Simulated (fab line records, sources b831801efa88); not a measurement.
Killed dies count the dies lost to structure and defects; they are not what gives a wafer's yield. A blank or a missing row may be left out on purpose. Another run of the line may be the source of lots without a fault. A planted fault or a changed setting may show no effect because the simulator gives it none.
Comparing a struck lot with a sound one + flow sky130 + 22 out of 708 route steps
Sound: these wafers, L558.1, L558.3, L558.5. Wafers L567.2, L567.3, L567.6 were the ones struck. At the end, the cause is stated.
Order at every step that has rows: each side's tool, ch and its chambers, its first start. Under that, the readings that differ: sound wafers + struck wafers + difference of the means + sigmas: that difference in standard deviations of wafers without a fault.
alike: words and numbers the same on both sides, and readings whose means are apart by under 2 such deviations; not compared: readings that were withheld, readings missing a value for some wafer, numbers with overlapping values and no deviation given by the record, and bounds like >300 which may hide the same value.
A row with sigmas, a row that says differs or no value, or rows on one side alone: a step with any of these is where the two part. Numbers that don't overlap but have no deviation are shown without sigmas and don't part them. A reading that every wafer of one side lacks parts them only if that side has two wafers or more.

SKY_VIA4_RS_MEAS_19: uses a four-point probe to measure.
  sound on film metro-04, day 43 09:29; struck on film metro-03, day 45 20:08
  alike: VIA4_W_RS
SKY_VIA4_THK_MEAS_20: measures by xrf.
  sound on film metro-04, day 43 09:36; struck on film metro-03, day 45 20:14
| reading         | sound       | struck      | difference | sigmas |
|-----------------|-------------|-------------|------------|--------|
| VIA4_W_THK (nm) | 497 498 500 | 516 514 521 | +19        | +2     |
then, 1 step without rows for these wafers: SKY_VIA4_CMP_21 (polishes, stops on SiO2, t overpolish 25 s, target thk 0 nm).
SKY_METAL5_SPUTTER_00: material Ti, target thk 15 nm, time 10 s.
  sound on pvd sputter-04, day 43 09:58; struck on pvd sputter-01, day 45 20:35
  alike: throttle valve pct
SKY_METAL5_SPUTTER_01: material TiN, target thk 20 nm, time 16.7 s.
  sound on pvd sputter-04, day 43 09:59; struck on pvd sputter-01, day 45 20:37
  alike: throttle valve pct
SKY_METAL5_SPUTTER_02: material AlCu, target thk 1150 nm, time 61.2 s.
  sound on pvd sputter-04, day 43 10:01; struck on pvd sputter-01, day 45 20:38
  alike: throttle valve pct
SKY_METAL5_SPUTTER_03: material Ti, target thk 5 nm, time 3.3 s.
  sound on pvd sputter-04, day 43 10:04; struck on pvd sputter-01, day 45 20:41
  alike: throttle valve pct
then, 1 step without rows for these wafers: SKY_METAL5_SPUTTER_04 (material TiN, target thk 70 nm, time 58.3 s).
SKY_METAL5_RS_MEAS_05: uses a four-point probe to measure.
  sound on film metro-02, day 43 10:08; struck on film metro-02, day 45 20:46
| reading                 | sound                   | struck                  | difference | sigmas |
|-------------------------|-------------------------|-------------------------|------------|--------|
| METAL5_ALCU_RS (ohm/sq) | 0.02692 0.02678 0.02698 | 0.02774 0.02776 0.02771 | +0.00084   | +3     |
SKY_METAL5_THK_MEAS_06: measures by xrf.
  sound on film metro-02, day 43 10:15; struck on film metro-02, day 45 20:53
| reading              | sound          | struck         | difference | sigmas |
|----------------------|----------------|----------------|------------|--------|
| METAL5_ALCU_THK (nm) | 1146 1158 1148 | 1117 1115 1119 | -34        | -3     |
then, 2 steps without rows for these wafers: SKY_METAL5_DEHYDRATE_07 (time 60 s); SKY_METAL5_HMDS_08 (prime time 60 s).
SKY_METAL5_COAT_09: resist thk 1800 nm.
  sound on litho track-04 ch 0, day 43 21:27; struck on litho track-04 ch 0, day 46 06:49
| reading                                     | sound                | struck               | difference | sigmas |
|---------------------------------------------|----------------------|----------------------|------------|--------|
| spin speed rpm (rpm)                        | 3001.5 2999.9 3001.5 | 2803.8 2803.3 2803.1 | -197.6     | -94    |
| model.NOVOLAK_of_METAL5_COAT_09.thk nm (nm) | 1800 1799 1798       | 1860 1859 1859       | +60        |        |
  alike: chill plate temp C
then, 4 steps without rows for these wafers: SKY_METAL5_SOFTBAKE_10 (time 60 s); SKY_METAL5_EXPOSE_11 (exposes mask MM5, target cd 1600 nm); SKY_METAL5_PEB_12; SKY_METAL5_DEVELOP_13 (develop time 60 s).
SKY_METAL5_DESCUM_14: chemistry O2, time 11 s.
  sound on rie metal-03 ch 0, day 44 08:27; struck on rie metal-03 ch 0,1, day 46 16:26
  alike: drypump motor current A, oes product au
  not compared: rf hours counter h
SKY_METAL5_METAL_ETCH_15: etches the open film in Cl2/BCl3, stops on SiO2, target depth 1260 nm, time 252 s.
  sound on rie metal-03 ch 0, day 44 08:31; struck on rie metal-03 ch 0,1, day 46 16:28
| reading                                     | sound          | struck         | difference | sigmas |
|---------------------------------------------|----------------|----------------|------------|--------|
| model.NOVOLAK_of_METAL5_COAT_09.thk nm (nm) | 1037 1036 1036 | 1093 1087 1084 | +52        |        |
  alike: drypump motor current A, mfc cl2 sccm, oes product au, throttle valve pct
  not compared: rf hours counter h
SKY_METAL5_STRIP_16: strips in O2/N2.
  sound on plasma asher-03 ch 0,1, day 44 08:59; struck on plasma asher-04 ch 0,1, day 46 16:42
| reading                      | sound             | struck            | difference | sigmas |
|------------------------------|-------------------|-------------------|------------|--------|
| strip time to endpoint s (s) | 13.10 13.10 13.07 | 13.75 13.66 13.61 | +0.58      | +7     |
  alike: drypump motor current A, oes product au
  not compared: rf hours counter h
then, 1 step without rows for these wafers: SKY_METAL5_STRIP_17 (strips in post etch residue remover, time 1200 s).
SKY_PAD_OPEN_PROBE_99:
  sound on prober-02, day 46 07:30; struck on prober-02, day 48 12:07
  alike: defect limited yield, killed_at_M0_to_M3, killed_at_M4_up, killed at contacts, killed at front end, killed at other, killed dies, killed open, killed short, sort_bin_3_pad_short, sort_bin_5_function, sort_bin_6_memory, sort n pass, sort yield pct

== WHERE THEY PART ==
At SKY_VIA4_THK_MEAS_20 first; at SKY_METAL5_STRIP_16 last (within this record only). Later steps at which nothing parts them and some readings are alike: SKY_PAD_OPEN_PROBE_99.

WHY: whatever the simulator had introduced
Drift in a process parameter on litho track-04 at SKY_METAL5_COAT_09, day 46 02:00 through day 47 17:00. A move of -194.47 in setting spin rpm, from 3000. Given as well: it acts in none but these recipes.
